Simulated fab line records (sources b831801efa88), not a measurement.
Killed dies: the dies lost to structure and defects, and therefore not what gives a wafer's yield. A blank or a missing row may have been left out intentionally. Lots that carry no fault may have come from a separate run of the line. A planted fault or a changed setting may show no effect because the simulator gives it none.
Problem report in the 8D (eight disciplines) form, filled by code    flow sky130    the parts of the form that need people (team, actions taken, sign-off) are left out

1. WHAT WENT WRONG
At SKY_CONTACT_CD_MEAS_14, cd-nm averages 143.8 nm over 6 wafers from 2 lots, while fault-free wafers read 170.1 nm, standard deviation 1.5. That is -18 standard deviations from the usual mean.
The step: target cd 170 nm.
First observed at day 37 06:30: wafer L818.1, on cd-sem-01. At this step, 36 wafers from 12 lots have a number in the record. Rule for "out" (also "out of limits"): further than 4 standard deviations from the usual mean. The rest of the wafers with a number are treated as sound.

2. WHAT IT IS, AND WHAT IT ISN'T
question                     is                      is not
which readings at this step  cd-nm                   -
which lots                   L818, L819              L801, L804, L806, L808, L809, L812, L813, L821, L822, L824
which wafers of those lots   all that have a number  -
read on which gauges         cd-sem-01, cd-sem-02    -
when                         from day 37 06:30       up to then (21 sound wafers); but 9 sound wafers of L821, L822, L824 came after

3. SUSPECTS, AND WHAT RULES EACH OUT
Counting: a tool at a process step up to the reading stays a suspect if it ran every lot that is out and no sound lot after the first of them.
- the gauge at SKY_CONTACT_CD_MEAS_14 has been ruled out. Those wafers that are out were read across 2 gauges (cd-sem-01, cd-sem-02).
- krf-scanner-01 at SKY_CONTACT_EXPOSE_11 (exposes mask CTM1, target cd 170 nm): kept. It processed each lot that is out, first L818 at day 36 17:38, and no sound lot thereafter; up to then, the last sound lot it processed was L812 at day 34 19:24.
Left after counting: krf-scanner-01 at SKY_CONTACT_EXPOSE_11.

4. THE CAUSE (what the simulator had put in)
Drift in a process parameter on krf-scanner-01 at SKY_CONTACT_EXPOSE_11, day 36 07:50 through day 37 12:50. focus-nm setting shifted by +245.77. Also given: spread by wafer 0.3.
The count eliminated every tool but this one.

5. THE EFFECT CHAIN, in route order
Rows list readings where the struck wafers' mean (over those with a number) sits beyond 3 standard deviations from the usual. Only readings whose record carries a usual standard deviation are examined. hours: median over the lots of the time between each lot's start at the first step of this table that gives one and its start at this step. sigmas: the change, counted in usual standard deviations.
hours  step                    reading             usual     on struck wafers  change  sigmas
0      SKY_CONTACT_CD_MEAS_14  cd-nm               170.1 nm  143.8             -26.3   -18
303    SKY_PAD_OPEN_PROBE_99   killed-at-contacts  25        180               +155    +30
303    SKY_PAD_OPEN_PROBE_99   killed-dies         87        242               +155    +16
303    SKY_PAD_OPEN_PROBE_99   killed-on-rim       17        39                +22     +5.6
The process steps in it:
- SKY_PAD_OPEN_PROBE_99
At these later measuring or inspecting steps, every struck wafer for which the step has a row has a number for every such reading, and none has moved that far: SKY_CONTACT_OVL_MEAS_15.

6. HOW IT WOULD HAVE BEEN CAUGHT EARLIER
Counted from the fault's start at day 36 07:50, it took 23 hours until the first out-of-limits reading at a measuring or inspecting step in this record, taken at day 37 06:30.
Each of the lots that are out, 2 in all, had begun SKY_CONTACT_EXPOSE_11 on krf-scanner-01 no later than day 37 06:30. Tool hold at that time: it would have spared none of them.
